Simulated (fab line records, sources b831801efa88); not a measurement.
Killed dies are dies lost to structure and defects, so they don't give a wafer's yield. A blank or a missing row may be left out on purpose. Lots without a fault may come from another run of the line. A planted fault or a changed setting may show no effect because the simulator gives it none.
One fault seen from 2 desks | flow sky130 | each desk has only its own numbers; what lay behind them comes last

THE TOOL OWNER'S DESK: litho_track-03
The tool's own readings at SKY_METAL1_DEVELOP_14 (develop time 60 s): means of the sampled wafers that have a number, for each lot that ran on this tool. A lot is out of limits, marked OUT, if its mean lies more than 4 standard deviations from the usual mean; the brackets give that distance.
Columns: A = developer_temp_C at SKY_METAL1_DEVELOP_14, usual 20.96 C
lot  | first seen here | A
L167 | day 34 07:00    | 20.94
L169 | day 35 05:00    | 21.05
L171 | day 35 12:00    | 20.91
L172 | day 35 23:00    | 20.32 (-6.4) OUT
L175 | day 36 23:00    | 20.28 (-6.8) OUT
This desk's finding: out of limits on L172, L175; first on L172, day 35 23:00 (developer_temp_C at SKY_METAL1_DEVELOP_14). In limits: L167, L169, L171.

THE METROLOGY DESK
What the gauges read, lot by lot, whatever tool the lot ran on: means of the sampled wafers that have a number. A lot is out of limits, marked OUT, if its mean lies more than 4 standard deviations from the usual mean; the brackets give that distance.
Columns: A = cd_nm at SKY_CONTACT_CD_MEAS_14, usual 169.9 nm; B = CONTACT_W_RS at SKY_CONTACT_RS_MEAS_25, usual 0.338 ohm/sq
lot  | first seen here | A     | B
L162 | day 31 21:05    | 169.5 | 0.342
L164 | day 32 15:54    | 167.7 | 0.338
L165 | day 32 22:51    | 170.0 | 0.336
L167 | day 33 03:36    | 169.8 | 0.339
L169 | day 34 01:51    | 170.7 | 0.332
L171 | day 34 08:28    | 169.6 | 0.339
L172 | day 34 20:14    | 171.0 | 0.336
L175 | day 35 20:03    | 171.0 | 0.340
L179 | day 36 22:01    | 169.1 | 0.339
L180 | day 37 16:49    | 167.7 | 0.337
L182 | day 37 23:52    | 172.7 | 0.341
L184 | day 38 11:42    | 169.6 | 0.337
L185 | day 38 19:37    | 168.9 | 0.341
This desk's finding: nothing out of limits on any of the 13 lots.

PUT TOGETHER
The tool owner's desk could have raised an alarm at day 35 23:00, on L172, L175.
The metrology desk saw nothing out of limits.
The metrology desk has L172, L175 on record, within its limits.
Of the lots named, all ran SKY_METAL1_DEVELOP_14 on litho_track-03.

WHAT THE SIMULATOR HAD PUT IN
Process parameter drift: litho_track-03, from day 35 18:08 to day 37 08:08, at SKY_METAL1_DEVELOP_14. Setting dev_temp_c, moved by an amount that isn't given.
Lots struck among those shown: L172, L175.
Hours from the fault's start to each desk's first reading out of limits: the tool owner's desk, 5.
